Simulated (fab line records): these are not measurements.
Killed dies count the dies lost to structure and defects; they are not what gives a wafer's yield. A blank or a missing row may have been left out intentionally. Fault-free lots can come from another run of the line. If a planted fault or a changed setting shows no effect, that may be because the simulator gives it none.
Split-lot study -- flow sky130 -- 23 wafers read across 5 lots, on a route 708 steps long

== ON THE SPLIT ==
At SKY_SONOS_ONO_DEVELOP_12 (develop time 60 s), the setting dev-temp-c was moved away from the recipe's 23 C on 8 of the 23 wafers read, by -14.7% to +11.2%. All remaining wafers had this setting at the recipe value.

No step appears in the file between the split and the reading.

== THE READING ==
cd-nm at SKY_SONOS_ONO_CD_MEAS_13, given in nm (cd target 410 nm). Fault-free wafers of this fab line usually give 409.9 nm, standard deviation 2.4 nm.

wafer,"tool, chamber at the split","dev-temp-c as run, C",against the recipe,"cd-nm, nm",against lot-mates on the recipe
L074.1,"litho-track-02, 0",19.63,-14.7%,402.9,-8.4
L074.2,"litho-track-02, 0",19.63,-14.7%,401.9,-9.4
L074.3,"litho-track-02, 0",23,recipe,410.9,-
L074.5,"litho-track-02, 0",23,recipe,411.9,-
L074.6,"litho-track-02, 0",23,recipe,411.0,-
L077.1,"litho-track-02, 0",23,recipe,408.7,-
L077.2,"litho-track-02, 0",21.07,-8.4%,402.9,-6.8
L077.3,"litho-track-02, 0",21.07,-8.4%,403.5,-6.1
L077.4,"litho-track-02, 0",21.07,-8.4%,402.8,-6.8
L077.5,"litho-track-02, 0",23,recipe,410.6,-
L079.2,"litho-track-02, 0",23,recipe,413.2,-
L079.3,"litho-track-02, 0",25.57,+11.2%,421.3,+8.4
L079.4,"litho-track-02, 0",25.57,+11.2%,422.0,+9.1
L079.5,"litho-track-02, 0",25.57,+11.2%,418.3,+5.4
L079.6,"litho-track-02, 0",23,recipe,412.6,-
L080.1,"litho-track-03, 0",23,recipe,407.6,-
L080.2,"litho-track-03, 0",23,recipe,407.6,-
L080.3,"litho-track-03, 0",23,recipe,408.1,-
L080.4,"litho-track-03, 0",23,recipe,407.0,-
L080.5,"litho-track-03, 0",23,recipe,407.7,-
L082.4,"litho-track-02, 0",23,recipe,409.9,-
L082.5,"litho-track-02, 0",23,recipe,409.6,-
L082.6,"litho-track-02, 0",23,recipe,411.9,-

THE FIT
A straight line over all 23 wafers: cd-nm changes by +0.748 nm for each +1% of dev-temp-c; r = +0.92; the points scatter about the line by 2.2 nm.
The same after taking each lot's own level away (the mean of its wafers on the recipe; 23 wafers): +0.671 nm for each +1%; r = +0.98; scatter 0.96 nm.
The reading moves by 9.8 nm for the largest change in dev-temp-c, on that fit.
Across the lots, their own levels run from 407.60 to 412.90 nm, a range of 2.2 times the standard deviation given above.
In other words, the slope is changed by the lot-to-lot level; the two fits disagree.
Check: -10.3 nm against its lot-mates is what the line predicts for one of the wafers moved furthest among these (-14.7%) when that wafer is left out of the fit. It came out at -8.37 nm against them.

== THESE WAFERS: OTHER SPLITS ==
These wafers also went through other splits before the reading. Each is held against what the fit with the lots' levels taken away leaves over:
other split on the same wafers,wafers away from the commonest value,r with cd-nm (lot level and that fit taken away)
SKY_VT_ADJUST_HVTP_SOFTBAKE_03 temp-c,10,+0.18
SKY_VT_ADJUST_LVTN_IMPLANT_08 energy-kev,11,+0.10
SKY_VT_ADJUST_HVTR_STRIP_10 power-w,7,-0.49
SKY_SONOS_TUNNEL_COAT_02 spin-rpm,8,+0.19
SKY_SONOS_TUNNEL_IMPLANT_09 energy-kev,10,+0.06
SKY_SONOS_ONO_OXIDATION_00 ox-time-s,18,-0.23

== THE WHOLE CHAIN: every reading that the file lists as answering this split, in the file's order ==
step,what it does,reading,change (the file's fit),r (the file's)
SKY_SONOS_ONO_CD_MEAS_13,target cd 410 nm,cd-nm,+0.662 nm for each +1% of the setting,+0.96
SKY_SONOS_ONO_ETCH_15,"etches the open film in CHF3/O2, target depth 19.52 nm, time 7.8 s","SONOS_ONO.cd-nm (the simulator's own value, which no gauge read)",+0.669 nm for each +1% of the setting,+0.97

== THE FILE'S OWN FIT ==
cd-nm changes by +0.662 nm for each +1% of dev-temp-c, r = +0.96.
